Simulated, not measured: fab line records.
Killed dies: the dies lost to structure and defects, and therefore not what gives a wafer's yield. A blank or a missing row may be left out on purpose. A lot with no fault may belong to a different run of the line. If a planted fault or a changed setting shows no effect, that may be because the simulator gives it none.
fab line records | flow sfq-line
[record] lots = 13 | wafers = 39 | last-day = 85
route steps=325 shown M6@253 I6@277
lots with no fault: from the same line, run without faults
start-h: hours from the record's first day to the start of the lot's first wafer shown | wait-h: hours from the lot's prior step to this one | " the same as in the row above | L1.1+2: a row that stands for several wafers | - value missing, or start not given | * or withheld: withheld | < > ~ a bound
route shown NAME@n: names a module that has steps shown in the file, with the first one's number in the route | usual: mean/standard deviation of fault-free wafers | same: alike in all rows | chamber/n: place in a boat | sites: readings site by site | _std_site: how widely they spread, as a standard deviation | _edge_site: outer sites' mean less inner sites' | radius-mm: for every site, how far away it sits from the centre of the wafer | mask NAME#n: copy n | behind: the last tool/chamber to shape the wafer | hold: why the lot went on hold/how many hours it stayed there/how the hold came to an end | device: whichever transistor did not switch (one of n, p or np) | end of line: tests run on the same wafers once the route is complete | where a step has no rows: the recipe by itself | killed: not the wafer's yield, but the dies lost to structure and defects at the first sort | map: dies across one wafer; x = killed, . = not, _ = none there
set.NAME: the setting as run; set.NAME@STEP: as run at that earlier step | model.NAME: the simulator's own value behind a step, which no gauge read
the route's steps for a sample of lots (tables are steps, rows are wafers)
services: when a tool's chamber went out of use (start-h, in hours from the record's first day, below 0 if earlier), for how many hours, and the reason
[[steps]]
[step SFQ_M6_RS_MEAS_938]
[recipe] thk-meas-gauge = four-point-probe | reads = Nb_of_TRILAYER_M6_DEP_SPUTTER_157
[usual] M6_NB_RS = 0.893/0.011
lot.wafer | tool          | chamber | start-h | wait-h | M6_NB_RS[ohm/sq]
L736.1    | film-metro-04 | -       | 1470.76 | 0.0    | 0.885
L736.2    | "             | -       | "       | "      | 0.879
L736.6    | "             | -       | "       | "      | 0.872
L737.2    | film-metro-04 | -       | 1474.38 | 0.1    | 0.889
L737.3    | "             | -       | "       | "      | 0.892
L737.4    | "             | -       | "       | "      | 0.900
L738.3    | film-metro-04 | -       | 1478.00 | 0.1    | 0.882
L738.5    | "             | -       | "       | "      | 0.894
L738.6    | "             | -       | "       | "      | 0.891
L739.2    | film-metro-04 | -       | 1480.38 | 0.1    | 0.892
L739.3    | "             | -       | "       | "      | 0.881
L739.5    | "             | -       | "       | "      | 0.885
L740.2    | film-metro-03 | -       | 1614.52 | 0.1    | 0.894
L740.4    | "             | -       | "       | "      | 0.910
L740.6    | "             | -       | "       | "      | 0.913
L741.4    | film-metro-01 | -       | 1616.96 | 0.1    | 0.891
L741.5    | "             | -       | "       | "      | 0.884
L741.6    | "             | -       | "       | "      | 0.886
L742.2    | film-metro-03 | -       | 1618.12 | 0.1    | 0.886
L742.3    | "             | -       | "       | "      | 0.873
L742.6    | "             | -       | "       | "      | 0.889
L748.1    | film-metro-04 | -       | 1637.29 | 0.0    | 0.896
L748.4    | "             | -       | "       | "      | 0.899
L748.6    | "             | -       | "       | "      | 0.888
L753.2    | film-metro-01 | -       | 1659.65 | 0.1    | 0.874
L753.4    | "             | -       | "       | "      | 0.876
L753.5    | "             | -       | "       | "      | 0.887
L755.1    | film-metro-03 | -       | 1666.23 | 0.0    | 0.898
L755.2    | "             | -       | "       | "      | 0.896
L755.6    | "             | -       | "       | "      | 0.893
L757.1    | film-metro-01 | -       | 1674.63 | 0.0    | 0.915
L757.2    | "             | -       | "       | "      | 0.917
L757.3    | "             | -       | "       | "      | 0.911
L758.4    | film-metro-01 | -       | 1676.10 | 0.1    | 0.888
L758.5    | "             | -       | "       | "      | 0.891
L758.6    | "             | -       | "       | "      | 0.891
L759.1    | film-metro-04 | -       | 1677.03 | 0.0    | 0.862
L759.5    | "             | -       | "       | "      | 0.882
L759.6    | "             | -       | "       | "      | 0.880
[step SFQ_TRILAYER_M6_BARC_OPEN_METAL_ETCH_206]
[recipe] mask-material = PR | chemistry = O2 | target-depth-nm = 125 | target = BARC | icp-w = 600 | bias-w = 80 | pressure-mtorr = 10 | time-s = 41.7
[usual] drypump-motor-current-A = 5.8/0.34 | oes-product-au = 0.685/0.0046 | run-length-s = 69.7/0.45
lot.wafer | tool         | chamber | start-h | wait-h | drypump-motor-current-A | oes-product-au | rf-hours-counter-h | run-length-s
L736.1    | rie-metal-03 | 0       | 1570.71 | 0.0    | 5.1                     | 0.684          | 102                | 70.4
L736.2    | "            | 1       | "       | "      | 6.0                     | 0.685          | 67                 | 69.8
L736.6    | "            | 0       | "       | "      | 5.2                     | 0.687          | -                  | 70.1
L737.2    | rie-metal-04 | 1       | 1574.43 | 0.0    | 5.5                     | 0.683          | 134                | 69.3
L737.3    | "            | 0       | "       | "      | 5.8                     | 0.690          | -                  | 69.6
L737.4    | "            | 1       | "       | "      | 5.5                     | 0.687          | -                  | 69.4
L738.3    | rie-metal-01 | 0       | 1576.85 | 0.0    | 5.9                     | 0.693          | -                  | 70.6
L738.5    | "            | 1       | "       | "      | 6.2                     | 0.694          | -                  | 69.6
L738.6    | "            | 0       | "       | "      | 5.9                     | 0.688          | -                  | 70.0
L739.2    | rie-metal-03 | 1       | 1579.33 | 0.0    | 6.0                     | 0.687          | 68                 | 69.0
L739.3    | "            | 0       | "       | "      | 5.1                     | 0.696          | -                  | 70.0
L739.5    | "            | 0       | "       | "      | 5.1                     | 0.682          | -                  | 70.0
L740.2    | rie-metal-04 | 1       | 1620.70 | 0.0    | 5.5                     | 0.691          | 2                  | 69.4
L740.4    | "            | 0       | "       | "      | 5.8                     | 0.687          | -                  | 69.3
L740.6    | "            | 0       | "       | "      | 5.8                     | 0.682          | -                  | 70.0
L741.4    | rie-metal-04 | 0       | 1623.12 | 0.0    | 5.8                     | 0.686          | -                  | 69.7
L741.5    | "            | 0       | "       | "      | 5.8                     | 0.684          | -                  | 69.4
L741.6    | "            | 1       | "       | "      | 5.5                     | 0.681          | -                  | 69.3
L742.2    | rie-metal-03 | 0       | 1624.30 | 0.0    | 5.2                     | 0.692          | 110                | 69.8
L742.3    | "            | 1       | "       | "      | 6.0                     | 0.687          | -                  | 69.5
L742.6    | "            | 0       | "       | "      | 5.2                     | 0.686          | -                  | 70.3
L748.1    | rie-metal-01 | 1       | 1650.85 | 0.0    | 6.2                     | 0.688          | 113                | 69.5
L748.4    | "            | 1       | "       | "      | 6.2                     | 0.684          | -                  | 70.0
L748.6    | "            | 0       | "       | "      | 5.9                     | 0.684          | -                  | 70.2
L753.2    | rie-metal-01 | 0       | 1664.05 | 0.0    | 6.0                     | 0.683          | 54                 | 70.4
L753.4    | "            | 0       | "       | "      | 5.9                     | 0.679          | -                  | 69.9
L753.5    | "            | 0       | "       | "      | 6.0                     | 0.685          | -                  | 69.9
L755.1    | rie-metal-04 | 1       | 1671.25 | 0.0    | 5.5                     | 0.688          | 11                 | 69.2
L755.2    | "            | 0       | "       | "      | 5.8                     | 0.681          | 36                 | 69.3
L755.6    | "            | 1       | "       | "      | 5.5                     | 0.684          | -                  | 69.6
L757.1    | rie-metal-01 | 1       | 1679.65 | 0.0    | 6.2                     | 0.682          | 118                | 69.5
L757.2    | "            | 0       | "       | "      | 6.0                     | 0.677          | 57                 | 69.9
L757.3    | "            | 1       | "       | "      | 6.2                     | 0.680          | -                  | 70.0
L758.4    | rie-metal-04 | 0       | 1738.60 | 0.0    | 5.8                     | 0.689          | -                  | 69.8
L758.5    | "            | 1       | "       | "      | 5.5                     | 0.682          | -                  | 69.4
L758.6    | "            | 0       | "       | "      | 5.8                     | 0.682          | -                  | 69.6
L759.1    | rie-metal-03 | 0       | 1740.98 | 0.0    | 5.1                     | 0.687          | 122                | 69.8
L759.5    | "            | 1       | "       | "      | 6.0                     | 0.689          | -                  | 68.9
L759.6    | "            | 0       | "       | "      | 5.1                     | 0.686          | -                  | 70.2
[step SFQ_TRILAYER_M6_ETCH_METAL_ETCH_162]
[recipe] target = Nb | stop-on = SiO2 | mask-material = PR | chemistry = Cl2/Ar | target-depth-nm = 240 | icp-w = 600 | bias-w = 80 | pressure-mtorr = 10 | time-s = 120
[usual] drypump-motor-current-A = 5.8/0.34 | oes-product-au = 0.892/0.0086 | run-length-s = 148.0/0.42
lot.wafer | tool         | chamber | start-h | wait-h | drypump-motor-current-A | oes-product-au | rf-hours-counter-h | run-length-s
L736.1    | rie-metal-03 | 0       | 1570.77 | 0.0    | 5.1                     | 0.899          | 102                | 148.4
L736.2    | "            | 1       | "       | "      | 6.0                     | 0.903          | 67                 | 147.4
L736.6    | "            | 0       | "       | "      | 5.1                     | 0.915          | -                  | 148.1
L737.2    | rie-metal-04 | 1       | 1574.49 | 0.0    | 5.5                     | 0.901          | 135                | 147.6
L737.3    | "            | 0       | "       | "      | 5.8                     | 0.895          | -                  | 148.3
L737.4    | "            | 1       | "       | "      | 5.5                     | 0.883          | -                  | 147.7
L738.3    | rie-metal-01 | 0       | 1576.93 | 0.1    | 5.9                     | 0.905          | -                  | 148.8
L738.5    | "            | 1       | "       | "      | 6.2                     | 0.899          | -                  | 148.1
L738.6    | "            | 0       | "       | "      | 5.9                     | 0.898          | -                  | 148.8
L739.2    | rie-metal-03 | 1       | 1579.39 | 0.0    | 5.9                     | 0.892          | 68                 | 147.4
L739.3    | "            | 0       | "       | "      | 5.2                     | 0.904          | -                  | 148.2
L739.5    | "            | 0       | "       | "      | 5.1                     | 0.900          | -                  | 148.1
L740.2    | rie-metal-04 | 1       | 1620.76 | 0.0    | 5.5                     | 0.889          | 2                  | 148.2
L740.4    | "            | 0       | "       | "      | 5.8                     | 0.886          | -                  | 147.6
L740.6    | "            | 0       | "       | "      | 5.8                     | 0.877          | -                  | 147.7
L741.4    | rie-metal-04 | 0       | 1623.20 | 0.1    | 5.8                     | 0.893          | -                  | 147.6
L741.5    | "            | 0       | "       | "      | 5.8                     | 0.897          | -                  | 148.1
L741.6    | "            | 1       | "       | "      | 5.5                     | 0.898          | -                  | 147.8
L742.2    | rie-metal-03 | 0       | 1624.36 | 0.0    | 5.1                     | 0.897          | 110                | 148.5
L742.3    | "            | 1       | "       | "      | 6.0                     | 0.906          | -                  | 147.4
L742.6    | "            | 0       | "       | "      | 5.2                     | 0.901          | -                  | 148.5
L748.1    | rie-metal-01 | 1       | 1650.91 | 0.0    | 6.2                     | 0.887          | 113                | 147.9
L748.4    | "            | 1       | "       | "      | 6.1                     | 0.892          | -                  | 147.9
L748.6    | "            | 0       | "       | "      | 5.9                     | 0.896          | -                  | 148.1
L753.2    | rie-metal-01 | 0       | 1664.11 | 0.0    | 5.9                     | 0.902          | 54                 | 148.1
L753.4    | "            | 0       | "       | "      | 5.9                     | 0.914          | -                  | 148.6
L753.5    | "            | 0       | "       | "      | 5.9                     | 0.888          | -                  | 148.2
L755.1    | rie-metal-04 | 1       | 1671.31 | 0.0    | 5.5                     | 0.890          | 11                 | 147.7
L755.2    | "            | 0       | "       | "      | 5.8                     | 0.890          | 36                 | 147.7
L755.6    | "            | 1       | "       | "      | 5.5                     | 0.889          | -                  | 147.9
L757.1    | rie-metal-01 | 1       | 1679.71 | 0.0    | 6.2                     | 0.886          | 118                | 148.4
L757.2    | "            | 0       | "       | "      | 5.9                     | 0.875          | 57                 | 148.6
L757.3    | "            | 1       | "       | "      | 6.2                     | 0.882          | -                  | 148.2
L758.4    | rie-metal-04 | 0       | 1738.68 | 0.1    | 5.8                     | 0.892          | -                  | 148.0
L758.5    | "            | 1       | "       | "      | 5.5                     | 0.895          | -                  | 147.8
L758.6    | "            | 0       | "       | "      | 5.8                     | 0.899          | -                  | 147.7
L759.1    | rie-metal-03 | 0       | 1741.04 | 0.0    | 5.1                     | 0.901          | 122                | 148.1
L759.5    | "            | 1       | "       | "      | 6.0                     | 0.892          | -                  | 147.5
L759.6    | "            | 0       | "       | "      | 5.1                     | 0.906          | -                  | 148.1
[step SFQ_TRILAYER_I6_VIA_BARC_OPEN_VIA_ETCH_235]
[recipe] mask-material = PR | chemistry = O2 | target-depth-nm = 125 | target = BARC | source-w = 500 | bias-w = 80 | pressure-mtorr = 30 | time-s = 41.7
[usual] drypump-motor-current-A = 5.7/0.4 | oes-product-au = 0.691/0.0044 | run-length-s = 70.1/0.48
lot.wafer | tool        | chamber | start-h | wait-h | drypump-motor-current-A | oes-product-au | rf-hours-counter-h | run-length-s
L736.1    | rie-diel-01 | 1       | 1678.56 | 0.0    | 5.1                     | 0.696          | 18                 | 70.7
L736.2    | "           | 0       | "       | "      | 5.7                     | 0.689          | 16                 | 70.6
L736.6    | "           | 0       | "       | "      | 5.8                     | 0.687          | -                  | 70.6
L737.2    | rie-diel-03 | 1       | 1680.85 | 0.0    | 5.9                     | 0.696          | 15                 | 70.9
L737.3    | "           | 3       | "       | "      | 5.9                     | 0.684          | 13                 | 69.8
L737.4    | "           | 0       | "       | "      | 5.8                     | 0.693          | 1                  | 70.1
L738.3    | rie-diel-03 | 2       | 1685.65 | 0.0    | 5.7                     | 0.679          | 14                 | 70.0
L738.5    | "           | 0       | "       | "      | 5.8                     | 0.687          | -                  | 70.0
L738.6    | "           | 1       | "       | "      | 6.0                     | 0.695          | -                  | 70.9
L739.2    | rie-diel-01 | 3       | 1689.25 | 0.0    | 5.2                     | 0.686          | 14                 | 70.1
L739.3    | "           | 2       | "       | "      | 5.1                     | 0.689          | 15                 | 69.8
L739.5    | "           | 2       | "       | "      | 5.1                     | 0.689          | -                  | 69.8
L740.2    | rie-diel-03 | 1       | 1728.98 | 0.0    | 6.0                     | 0.690          | 16                 | 70.6
L740.4    | "           | 0       | "       | "      | 5.8                     | 0.686          | 2                  | 69.8
L740.6    | "           | 2       | "       | "      | 5.7                     | 0.688          | -                  | 69.9
L741.4    | rie-diel-04 | 2       | 1732.58 | 0.0    | 5.0                     | 0.688          | 3                  | 69.8
L741.5    | "           | 1       | "       | "      | 6.2                     | 0.693          | -                  | 69.6
L741.6    | "           | 0       | "       | "      | 6.1                     | 0.689          | -                  | 69.8
L742.2    | rie-diel-04 | 2       | 1734.98 | 0.0    | 5.0                     | 0.692          | 3                  | 69.3
L742.3    | "           | 1       | "       | "      | 6.2                     | 0.686          | 3                  | 69.7
L742.6    | "           | 3       | "       | "      | 6.3                     | 0.690          | -                  | 70.7
L748.1    | rie-diel-03 | 2       | 1776.15 | 0.0    | 5.7                     | 0.800          | 15                 | 62.7
L748.4    | "           | 3       | "       | "      | 5.9                     | 0.691          | 14                 | 70.0
L748.6    | "           | 3       | "       | "      | 5.9                     | 0.683          | -                  | 69.7
L753.2    | rie-diel-01 | 1       | 1801.48 | 0.0    | 5.1                     | 0.695          | 20                 | 70.1
L753.4    | "           | 0       | "       | "      | 5.8                     | 0.694          | 19                 | 70.6
L753.5    | "           | 1       | "       | "      | 5.1                     | 0.695          | -                  | 70.4
L755.1    | rie-diel-04 | 1       | 1817.08 | 0.0    | 6.2                     | 0.703          | 4                  | 69.7
L755.2    | "           | 2       | "       | "      | 5.1                     | 0.682          | 4                  | 69.4
L755.6    | "           | 1       | "       | "      | 6.2                     | 0.699          | -                  | 70.2
L757.1    | rie-diel-01 | 3       | 1820.68 | 0.0    | 5.1                     | 0.693          | 17                 | 69.7
L757.2    | "           | 2       | "       | "      | 5.1                     | 0.688          | 17                 | 69.5
L757.3    | "           | 0       | "       | "      | 5.8                     | 0.694          | 19                 | 70.7
L758.4    | rie-diel-04 | 3       | 1850.54 | 0.0    | 6.2                     | 0.694          | 12                 | 71.3
L758.5    | "           | 0       | "       | "      | 6.0                     | 0.687          | -                  | 69.8
L758.6    | "           | 1       | "       | "      | 6.2                     | 0.687          | -                  | 69.7
L759.1    | rie-diel-03 | 0       | 1855.34 | 0.0    | 5.8                     | 0.699          | 3                  | 69.7
L759.5    | "           | 1       | "       | "      | 6.0                     | 0.686          | -                  | 70.9
L759.6    | "           | 0       | "       | "      | 5.8                     | 0.691          | -                  | 70.2
[[services]]
tool         | chamber | start-h | hours | kind
rie-diel-01  | -       | 1549.49 | 2.8   | pm
rie-diel-01  | -       | 1558.03 | 14.6  | pm
rie-diel-03  | 2       | 1563.06 | 42.1  | repair
rie-diel-04  | 3       | 1578.73 | 1.4   | repair
rie-metal-04 | 1       | 1583.86 | -     | clean
rie-diel-04  | 0       | 1587.82 | 8.7   | repair
rie-diel-03  | -       | 1592.55 | 0.7   | repair
rie-diel-03  | -       | 1595.45 | 0.5   | repair
rie-metal-03 | 1       | 1646.11 | 3.0   | repair
rie-diel-04  | 2       | 1664.78 | 17.6  | repair
rie-diel-01  | -       | 1671.37 | 1.3   | repair
rie-metal-03 | 0       | 1671.49 | 21.4  | repair
rie-diel-01  | 2       | 1690.87 | 1.4   | repair
rie-metal-03 | 0       | 1703.34 | 18.9  | repair
rie-diel-01  | 2       | 1744.61 | 7.9   | repair
rie-diel-01  | 3       | 1752.91 | 2.7   | repair
rie-diel-04  | 1       | 1769.07 | 3.3   | repair
rie-diel-03  | 2       | 1783.03 | 3.3   | repair
rie-diel-04  | 2       | 1784.22 | 23.4  | repair
rie-diel-04  | -       | 1786.57 | 2.8   | pm
rie-diel-01  | 3       | 1815.16 | 1.3   | repair
rie-diel-01  | 1       | 1823.23 | 7.5   | repair
rie-diel-01  | 0       | 1833.46 | 9.9   | repair
rie-diel-04  | 1       | 1853.17 | 5.0   | repair
[[key]]
[first-sign] step = SFQ_TRILAYER_I6_VIA_BARC_OPEN_VIA_ETCH_235 | reading = oes-product-au | direction = up | sigmas = 25 | usual = 0.691 | struck = 0.800
[effect] step = SFQ_TRILAYER_I6_VIA_BARC_OPEN_VIA_ETCH_235 | reading = run-length-s | direction = down | sigmas = 16 | usual = * | struck = *
met-at SFQ_TRILAYER_I6_VIA_BARC_OPEN_VIA_ETCH_235
struck-lots L748
struck-wafers L748.1
not-acting-at SFQ_M6_RS_MEAS_938,SFQ_TRILAYER_M6_BARC_OPEN_METAL_ETCH_206,SFQ_TRILAYER_M6_ETCH_METAL_ETCH_162
onset-between 1728.98 1776.15
[fault] kind = process-parameter-drift | tool = rie-diel-03 | chamber = 2 | onset-h = 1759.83 | steps = SFQ_TRILAYER_I6_VIA_BARC_OPEN_VIA_ETCH_235 | channel = time-s | offset = * | shape = step | end-h = 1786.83 | acts-in = * | stated = *
